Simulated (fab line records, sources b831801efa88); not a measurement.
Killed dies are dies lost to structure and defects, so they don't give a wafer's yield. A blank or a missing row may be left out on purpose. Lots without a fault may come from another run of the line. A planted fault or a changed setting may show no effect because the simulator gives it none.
Which tool did it? | flow gf180mcu | 13 lots, 39 wafers sampled, at 6 steps of a route of 602

WHAT THE GAUGES READ, wafer by wafer
GF_CONTACT_THK_MEAS_03.
lot  | measured     | on            | CONTACT_CVD_02_THK (nm)
L295 | day 15 04:01 | film_metro-03 | 858 865 868
L296 | day 15 08:13 | film_metro-03 | 846 845 870
L297 | day 15 21:28 | film_metro-03 | 834 854 860
L298 | day 16 01:15 | film_metro-04 | 847 869 863
L300 | day 17 01:40 | film_metro-04 | 852 845 863
L302 | day 17 18:57 | film_metro-02 | 844 850 861
L303 | day 18 04:22 | film_metro-02 | 851 855 868
L307 | day 19 06:10 | film_metro-02 | 858 878 872
L309 | day 20 05:30 | film_metro-03 | 859 852 874
L310 | day 20 18:20 | film_metro-02 | 850 873 860
L312 | day 21 00:35 | film_metro-02 | 863 872 878
L313 | day 21 10:02 | film_metro-03 | 841 850 853
L318 | day 23 09:44 | film_metro-02 | 873 882 874

GF_CONTACT_RS_MEAS_25: measures by four-point-probe.
lot  | measured     | on            | CONTACT_W_RS (ohm/sq)
L295 | day 16 03:03 | film_metro-02 | 0.382 0.378 0.377
L296 | day 16 06:58 | film_metro-02 | 0.386 0.372 0.376
L297 | day 16 21:17 | film_metro-03 | 0.384 0.372 0.385
L298 | day 17 00:17 | film_metro-03 | 0.384 0.384 0.374
L300 | day 18 01:46 | film_metro-04 | 0.381 0.384 0.386
L302 | day 18 19:02 | film_metro-03 | 0.372 0.382 0.369
L303 | day 19 05:42 | film_metro-03 | 0.390 0.392 0.387
L307 | day 20 08:03 | film_metro-02 | 0.385 0.380 0.383
L309 | day 21 05:49 | film_metro-03 | 0.375 0.373 0.376
L310 | day 21 19:25 | film_metro-02 | 0.387 0.387 0.391
L312 | day 22 01:58 | film_metro-02 | 0.415 0.412 0.417
L313 | day 22 10:50 | film_metro-04 | 0.420 0.418 0.414
L318 | day 24 09:59 | film_metro-03 | 0.390 0.375 0.390

GF_CONTACT_THK_MEAS_26: measures by xrf.
lot  | measured     | on            | CONTACT_W_THK (nm)
L295 | day 16 03:10 | film_metro-02 | 308 312 314
L296 | day 16 07:05 | film_metro-02 | 308 319 315
L297 | day 16 21:24 | film_metro-03 | 296 307 296
L298 | day 17 00:24 | film_metro-03 | 300 298 307
L300 | day 18 01:52 | film_metro-04 | 304 302 300
L302 | day 18 19:09 | film_metro-03 | 307 299 309
L303 | day 19 05:49 | film_metro-03 | 297 294 298
L307 | day 20 08:09 | film_metro-02 | 306 308 304
L309 | day 21 05:56 | film_metro-03 | 306 308 305
L310 | day 21 19:31 | film_metro-02 | 307 305 302
L312 | day 22 02:04 | film_metro-02 | 283 287 281
L313 | day 22 10:57 | film_metro-04 | 276 276 280
L318 | day 24 10:06 | film_metro-03 | 292 303 293

WHICH TOOL RAN EACH LOT (tool, then ch and the chambers of the sampled wafers, then the start)
lot  | GF_SALICIDE_RTA_06               | GF_CONTACT_SPUTTER_23        | GF_CONTACT_CVD_24
L295 | rtp_anneal-02 ch 0, day 15 03:33 | pvd_sputter-03, day 16 02:53 | cvd_w-02 ch 0,1, day 16 02:56
L296 | rtp_anneal-02 ch 0, day 15 07:45 | pvd_sputter-02, day 16 06:50 | cvd_w-01 ch 0,1, day 16 06:52
L297 | rtp_anneal-01 ch 0, day 15 21:00 | pvd_sputter-03, day 16 21:08 | cvd_w-01 ch 0,1, day 16 21:10
L298 | rtp_anneal-02 ch 0, day 16 00:47 | pvd_sputter-03, day 17 00:09 | cvd_w-01 ch 0,1, day 17 00:11
L300 | rtp_anneal-02 ch 0, day 17 01:11 | pvd_sputter-02, day 18 01:35 | cvd_w-02 ch 0,1, day 18 01:39
L302 | rtp_anneal-01 ch 0, day 17 18:23 | pvd_sputter-02, day 18 18:53 | cvd_w-01 ch 0,1, day 18 18:56
L303 | rtp_anneal-02 ch 0, day 18 03:54 | pvd_sputter-02, day 19 05:28 | cvd_w-02 ch 0, day 19 05:30
L307 | rtp_anneal-01 ch 0, day 19 05:43 | pvd_sputter-01, day 20 07:52 | cvd_w-02 ch 0,1, day 20 07:56
L309 | rtp_anneal-01 ch 0, day 20 05:02 | pvd_sputter-01, day 21 05:41 | cvd_w-01 ch 1, day 21 05:43
L310 | rtp_anneal-01 ch 0, day 20 17:53 | pvd_sputter-03, day 21 19:14 | cvd_w-02 ch 0,1, day 21 19:19
L312 | rtp_anneal-02 ch 0, day 21 00:08 | pvd_sputter-02, day 22 01:47 | cvd_w-02 ch 0,1, day 22 01:51
L313 | rtp_anneal-01 ch 0, day 21 09:32 | pvd_sputter-01, day 22 10:41 | cvd_w-02 ch 0,1, day 22 10:44
L318 | rtp_anneal-02 ch 0, day 23 09:16 | pvd_sputter-03, day 24 09:50 | cvd_w-01 ch 0,1, day 24 09:52
- GF_SALICIDE_RTA_06: time 30 s.
- GF_CONTACT_SPUTTER_23: material TiN, target thk 10 nm, time 40 s.
- GF_CONTACT_CVD_24: deposits W, target thk 300 nm, time 90.339 s.

WHAT THE TOOLS THEMSELVES READ (means of the sampled wafers that have a number; where no wafer has one, the mark that the record gives instead)
GF_SALICIDE_RTA_06.
lot  | tool          | lamp_power_pct (%) | wafer_temp_C_max
L295 | rtp_anneal-02 | 6.29               | 531.1
L296 | rtp_anneal-02 | 6.28               | 531.3
L297 | rtp_anneal-01 | 6.12               | 532.6
L298 | rtp_anneal-02 | 6.28               | 531.3
L300 | rtp_anneal-02 | 6.28               | 531.8
L302 | rtp_anneal-01 | 6.11               | 531.7
L303 | rtp_anneal-02 | 6.28               | 531.7
L307 | rtp_anneal-01 | 6.12               | 532.3
L309 | rtp_anneal-01 | 6.12               | 532.3
L310 | rtp_anneal-01 | 6.12               | 532.1
L312 | rtp_anneal-02 | 6.28               | 531.4
L313 | rtp_anneal-01 | 6.12               | 531.7
L318 | rtp_anneal-02 | 6.29               | 531.5

GF_CONTACT_SPUTTER_23.
lot  | tool           | throttle_valve_pct (%)
L295 | pvd_sputter-03 | 30.2
L296 | pvd_sputter-02 | 29.5
L297 | pvd_sputter-03 | 30.0
L298 | pvd_sputter-03 | 29.8
L300 | pvd_sputter-02 | 30.0
L302 | pvd_sputter-02 | 29.8
L303 | pvd_sputter-02 | 29.5
L307 | pvd_sputter-01 | 29.7
L309 | pvd_sputter-01 | 30.0
L310 | pvd_sputter-03 | 29.6
L312 | pvd_sputter-02 | 29.1
L313 | pvd_sputter-01 | 30.4
L318 | pvd_sputter-03 | 29.4

GF_CONTACT_CVD_24.
lot  | tool     | heater_power_w (W) | susceptor_temp_C (C)
L295 | cvd_w-02 | 839                | 400.09
L296 | cvd_w-01 | 846                | 400.02
L297 | cvd_w-01 | 830                | 400.20
L298 | cvd_w-01 | 821                | 400.04
L300 | cvd_w-02 | 841                | 400.09
L302 | cvd_w-01 | 853                | 399.95
L303 | cvd_w-02 | 829                | 400.08
L307 | cvd_w-02 | 836                | 399.95
L309 | cvd_w-01 | 892                | 399.96
L310 | cvd_w-02 | 862                | 400.10
L312 | cvd_w-02 | 833                | 396.84
L313 | cvd_w-02 | 831                | 396.80
L318 | cvd_w-01 | 830                | 399.90

THE ANSWER, worked out from the rows above alone
Rule: what is usual is taken from the lots themselves. Put in order of their means at a reading, lots are off if they are a third of the lots or fewer, leave a main group of 4 or more, and stand apart from it by a gap of 3 or more times the standard deviation of the main group's means; of several such gaps the widest counts. A main group whose means are all the same, to the digits that the tables above print for the reading, isn't used. A lot without any number at a reading at which 4 lots or more have one is off too. The other lots that the step has rows for count as sound. The gauges are gone through in route order, then the tools' own readings, and for those a lot's mean is taken as printed above. The first step at which some lot is off is used, and at that step the reading that is off furthest; a lot without a number counts as furthest.
Off: L312, L313, at GF_CONTACT_RS_MEAS_25 (CONTACT_W_RS). The main group: mean 0.381 ohm/sq, standard deviation 0.0048.
A tool fits if, at a process step before that reading, it ran every lot that is off, and no sound lot after the first of them. The gauges at GF_CONTACT_RS_MEAS_25 aren't tried: what is off there is off at GF_CONTACT_CVD_24 too, on other tools, and a gauge's error can't cause that. One fits: cvd_w-02 at GF_CONTACT_CVD_24. Its last sound lot is L310 (day 21 19:19), its first lot that is off L312 (day 22 01:51): a fault that began between those two fits.
The tool's own readings at GF_CONTACT_CVD_24 bear it out: on the lots that are off they differ by more than 5 times the standard deviation of the sound lots' means. susceptor_temp_C reads 396.82 C there against 400.03 C on the sound lots.

WHAT THE SIMULATOR HAD PUT IN
Process parameter drift: cvd_w-02, from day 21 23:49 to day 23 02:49, at GF_CONTACT_CVD_24. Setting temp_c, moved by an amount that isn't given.
Lots struck among those shown: L312, L313. The rule above found the same.
